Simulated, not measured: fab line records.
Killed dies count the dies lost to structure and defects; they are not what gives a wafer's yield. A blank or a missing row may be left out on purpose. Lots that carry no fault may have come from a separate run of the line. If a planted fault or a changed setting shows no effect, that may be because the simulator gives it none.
Which of the tools did it? ; flow sky130 ; 14 lots, 42 wafers sampled, at 4 steps of a route of 708

WHAT THE GAUGES READ, wafer by wafer
SKY_SONOS_TUNNEL_OVL_MEAS_08. Usual: for SONOS_TUNNEL_OVL the level is 0.5 nm and the standard deviation is 1.2.
lot;measured;on;SONOS_TUNNEL_OVL (nm);flag
L766;day 11 14:55;overlay-01;-1.0 0.2 -1.8;
L767;day 11 20:55;overlay-02;-1.2 1.1 2.2;
L768;day 12 01:51;overlay-01;1.2 0.5 1.7;
L771;day 12 23:52;overlay-01;-0.4 -0.6 -1.5;
L773;day 13 13:13;overlay-01;-0.8 -0.7 0.4;
L774;day 13 18:31;overlay-01;-1.2 0.3 -0.9;
L775;day 14 05:25;overlay-01;0.0 0.6 1.0;
L776;day 14 09:03;overlay-01;0.4 1.9 0.2;
L777;day 14 18:42;overlay-01;-1.4 0.2 0.4;
L785;day 17 10:18;overlay-01;3.0 2.4 1.3;
L786;day 17 18:58;overlay-02;-0.4 -1.3 -0.4;
L787;day 18 05:03;overlay-01;0.0 0.3 -1.0;
L788;day 18 14:43;overlay-01;-0.6 -0.1 -0.2;
L789;day 18 17:57;overlay-02;-1.4 0.7 1.7;

SKY_POLY_GATE_THK_MEAS_01. Usual: for POLY_GATE_CVD_00_THK the level is 180.6 nm and the standard deviation is 1.7.
lot;measured;on;POLY_GATE_CVD_00_THK (nm);flag
L766;day 14 04:48;filmMetro-04;179.9 181.6 181.4;
L767;day 14 11:05;filmMetro-02;181.9 182.2 180.7;
L768;day 14 16:40;filmMetro-02;180.3 181.4 181.7;
L771;day 15 13:01;filmMetro-01;180.9 181.4 181.0;
L773;day 16 19:05;filmMetro-01;182.4 181.7 182.0;
L774;day 16 19:06;filmMetro-02;182.9 181.4 183.1;
L775;day 16 21:47;filmMetro-01;179.0 180.6 180.2;
L776;day 17 03:11;filmMetro-01;182.7 183.2 183.5;
L777;day 17 15:29;filmMetro-02;178.2 180.4 180.0;
L785;day 20 11:52;filmMetro-04;181.6 181.4 181.6;
L786;day 20 18:59;filmMetro-02;179.6 180.4 178.2;
L787;day 21 03:46;filmMetro-02;181.6 182.5 182.2;
L788;day 21 15:07;filmMetro-01;181.4 181.2 181.2;
L789;day 21 21:54;filmMetro-04;178.9 180.7 180.6;

SKY_CONTACT_OVL_MEAS_15. Usual: for CONTACT_OVL the level is 0 nm and the standard deviation is 4.4.
lot;measured;on;CONTACT_OVL (nm);flag
L766;day 31 20:08;overlay-01;-2 -3 0;
L767;day 32 02:37;overlay-01;0 4 4;
L768;day 32 06:55;overlay-02;0 0 -10;
L771;day 33 04:43;overlay-02;-5 2 -4;
L773;day 34 09:55;overlay-01;5 10 6;
L774;day 34 12:04;overlay-01;-1 -4 -3;
L775;day 34 12:55;overlay-02;5 5 1;
L776;day 34 16:10;overlay-01;-1 7 5;
L777;day 35 03:30;overlay-01;-9 -1 1;
L785;day 37 11:28;overlay-02;0 5 4;
L786;day 37 21:13;overlay-01;-4 -5 -2;
L787;day 38 06:16;overlay-02;-3 4 -4;
L788;day 38 11:04;overlay-02;4 4 3;
L789;day 38 17:15;overlay-02;0 9 0;

EACH LOT AND THE TOOL THAT RAN IT (in order: tool; ch and the chambers of the sampled wafers; start)
lot;SKY_LDD_LDN_IMPLANT_11
L766;implanter-03 ch 0, day 23 02:25
L767;implanter-03 ch 0, day 23 09:24
L768;implanter-02 ch 0, day 23 13:54
L771;implanter-02 ch 0, day 24 15:04
L773;implanter-01 ch 0, day 25 23:52
L774;implanter-03 ch 0, day 26 00:46
L775;implanter-01 ch 0, day 26 01:38
L776;implanter-01 ch 0, day 26 05:40
L777;implanter-01 ch 0, day 26 19:59
L785;implanter-03 ch 0, day 29 09:35
L786;implanter-03 ch 0, day 29 18:12
L787;implanter-01 ch 0, day 30 02:08
L788;implanter-01 ch 0, day 30 10:24
L789;implanter-03 ch 0, day 30 16:46
- SKY_LDD_LDN_IMPLANT_11

AS READ BY THE TOOLS THEMSELVES (means over the sampled wafers that have a number; for cases with no such wafer, the mark the record gives instead)
SKY_LDD_LDN_IMPLANT_11. Usual: doseIonsCm2 1.2501e+13, standard deviation 1.3e+10; faradayCurrentUA 70.6, standard deviation 1.3.
lot;tool;doseIonsCm2;faradayCurrentUA;flag
L766;implanter-03;1.2493e+13;71.8;
L767;implanter-03;1.2497e+13;69.9;
L768;implanter-02;1.2504e+13;69.8;
L771;implanter-02;1.2497e+13;71.7;
L773;implanter-01;1.2491e+13;70.8;
L774;implanter-03;1.2504e+13;70.6;
L775;implanter-01;1.2485e+13;70.1;
L776;implanter-01;1.3481e+13;75.4;OFF
L777;implanter-01;1.3496e+13;76.2;OFF
L785;implanter-03;1.2502e+13;70.4;
L786;implanter-03;1.2480e+13;69.3;
L787;implanter-01;1.2500e+13;71.1;
L788;implanter-01;1.2486e+13;71.4;
L789;implanter-03;1.2503e+13;71.1;

THE ANSWER, worked out from the rows above alone
Rule: lot off if the mean of its wafers having a number is beyond 3 standard deviations from the usual mean. A lot without any number at a reading at which 4 lots or more have one is off too. Where the step has rows for the other lots, those lots are counted as sound. After the gauges, taken in route order, come the tools' own readings; for these a lot's mean is taken, as printed above. The first step at which some lot is off is used, and at that step the reading that is off furthest; a lot without a number counts as furthest.
Off at SKY_LDD_LDN_IMPLANT_11 (doseIonsCm2): L776, L777.
A tool fits if, at that step or a process step before it, it ran every lot that is off, and no sound lot after the first of them. Not one of the candidates tried fits.

WHAT THE SIMULATOR PUT IN
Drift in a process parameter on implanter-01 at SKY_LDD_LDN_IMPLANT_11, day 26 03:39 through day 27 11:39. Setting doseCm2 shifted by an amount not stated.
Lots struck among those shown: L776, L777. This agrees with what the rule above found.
